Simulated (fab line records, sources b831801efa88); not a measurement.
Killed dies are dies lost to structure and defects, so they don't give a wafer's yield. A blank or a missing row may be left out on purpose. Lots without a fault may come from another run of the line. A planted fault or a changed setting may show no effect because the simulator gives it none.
Chamber matching | flow gf180mcu | GF_MIM_CVD_05 on pecvd-03: 3 sister chambers
The step deposits Si3N4, target thk 42 nm, time 29.086 s. 6 wafers are shown with their chamber, then 8 later ones without.

WAFERS WITH THEIR CHAMBER
wafer  | chamber | heater_power_w (W)
L085.5 | 1       | 518
L085.6 | 0       | 639
L086.1 | 1       | 521
L086.2 | 0       | 668
L086.3 | 2       | 753
L086.4 | 2       | 771

WAFERS WITHOUT THEIR CHAMBER
wafer  | heater_power_w (W)
L086.5 | 512
L086.6 | 671
L089.1 | 689
L089.2 | 525
L089.3 | 727
L089.4 | 703
L089.5 | 520
L089.6 | 720

WHICH CHAMBER EACH WENT THROUGH
wafer  | from the rows above     | in truth
L086.5 | 1                       | 1
L086.6 | 0                       | 0
L089.1 | 0                       | 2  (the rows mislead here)
L089.2 | 1                       | 1
L089.3 | 2                       | 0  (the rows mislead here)
L089.4 | can't be placed: 0 or 2 | 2
L089.5 | 1                       | 1
L089.6 | can't be placed: 2 or 0 | 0
Placed correctly: 4 of 8. Can't be placed from these rows: 2 (the true chamber is among the candidates in 2). Placed wrongly: 2.
How it was worked out, from the rows above alone: a wafer's distance from a chamber is the root of the sum, over the readings, of the square of ((its reading less the chamber's mean) divided by the reading's scatter). The wafer belongs to the nearest chamber; if the next one is less than 2 further off, it can't be placed. A chamber's mean is the mean of its shown wafers. The scatter: the root of (the sum of the squares of (reading less its chamber's mean) over the shown wafers, divided by (wafers less chambers)).
